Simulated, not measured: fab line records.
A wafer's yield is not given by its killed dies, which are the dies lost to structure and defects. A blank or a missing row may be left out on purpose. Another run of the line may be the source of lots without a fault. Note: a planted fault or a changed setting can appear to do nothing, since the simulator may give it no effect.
The same fault as seen by 2 desks || flow sky130 || only its own numbers are on each desk; what lay behind them is given at the end

METROLOGY DESK
Lot by lot, what the gauges showed, no matter which tool ran the lot: averages of those sampled wafers that carry a number. If a lot's mean is further than 4 standard deviations from the usual mean, the lot is out of limits and carries the mark OUT (the distance appears in the brackets).
Columns: A = VIA3_HDPCVD_THK at SKY_VIA3_THK_MEAS_01, usual 1640 nm; B = VIA3_W_THK at SKY_VIA3_THK_MEAS_23, usual 398 nm
{"lot": "L825", "first seen here": "day 39 03:31", "A": 1656, "B": 396}
{"lot": "L826", "first seen here": "day 39 05:55", "A": 1653, "B": 403}
{"lot": "L828", "first seen here": "day 40 03:38", "A": 1642, "B": 406}
{"lot": "L829", "first seen here": "day 40 12:59", "A": "1550 (-4.7) OUT", "B": 393}
{"lot": "L830", "first seen here": "day 40 13:54", "A": "1555 (-4.5) OUT", "B": 393}
{"lot": "L832", "first seen here": "day 40 23:31", "A": 1660, "B": 392}
{"lot": "L841", "first seen here": "day 43 00:38", "A": 1610, "B": 397}
{"lot": "L844", "first seen here": "day 43 20:44", "A": 1634, "B": 405}
{"lot": "L845", "first seen here": "day 44 01:22", "A": 1648, "B": 398}
{"lot": "L846", "first seen here": "day 44 14:45", "A": 1631, "B": 392}
{"lot": "L847", "first seen here": "day 44 14:56", "A": 1609, "B": 394}
{"lot": "L848", "first seen here": "day 44 20:23", "A": 1645, "B": 395}
This desk's finding: out of limits on L829, L830; first on L829, day 40 12:59 (VIA3_HDPCVD_THK at SKY_VIA3_THK_MEAS_01). In limits: L825, L826, L828, L832, L841, L844, L845, L846, L847, L848.

THE TOOL OWNER'S DESK: hdpcvd-02
The tool's own readings at SKY_VIA3_HDPCVD_00 (deposits SiO2, target thk 1635 nm, time 272.5 s): means of the sampled wafers that have a number, for each lot that ran on this tool. If a lot's mean is further than 4 standard deviations from the usual mean, the lot is out of limits and carries the mark OUT (the distance appears in the brackets).
Columns: A = pressure mtorr at SKY_VIA3_HDPCVD_00, usual 5.999 mTorr; B = run length s at SKY_VIA3_HDPCVD_00, usual 300.6 s
{"lot": "L828", "first seen here": "day 40 03:28", "A": 6.009, "B": 299.8}
{"lot": "L829", "first seen here": "day 40 12:49", "A": 6.008, "B": "285.1 (-31) OUT"}
{"lot": "L830", "first seen here": "day 40 13:44", "A": 6.003, "B": "285.1 (-31) OUT"}
{"lot": "L845", "first seen here": "day 44 01:11", "A": 5.986, "B": 300.1}
{"lot": "L846", "first seen here": "day 44 14:35", "A": 5.991, "B": 300.2}
{"lot": "L848", "first seen here": "day 44 20:13", "A": 6.003, "B": 300.1}
This desk's verdict: out of limits on L829, L830, starting with L829 at day 40 12:49 (run length s at SKY_VIA3_HDPCVD_00). In limits: L828, L845, L846, L848.

BROUGHT TOGETHER
The tool owner's desk had the chance to raise an alarm at day 40 12:49 on L829, L830.
The metrology desk could have raised an alarm at day 40 12:59, on L829, L830.
The lots listed all ran SKY_VIA3_HDPCVD_00 on hdpcvd-02.

WHAT HAD BEEN PUT IN BY THE SIMULATOR
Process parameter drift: hdpcvd-02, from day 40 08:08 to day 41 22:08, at SKY_VIA3_HDPCVD_00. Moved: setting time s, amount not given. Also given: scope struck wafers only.
Struck lots among those shown: L829, L830.
Fault start to first reading out of limits, in hours, per desk: tool owner, 5; metrology, 5.
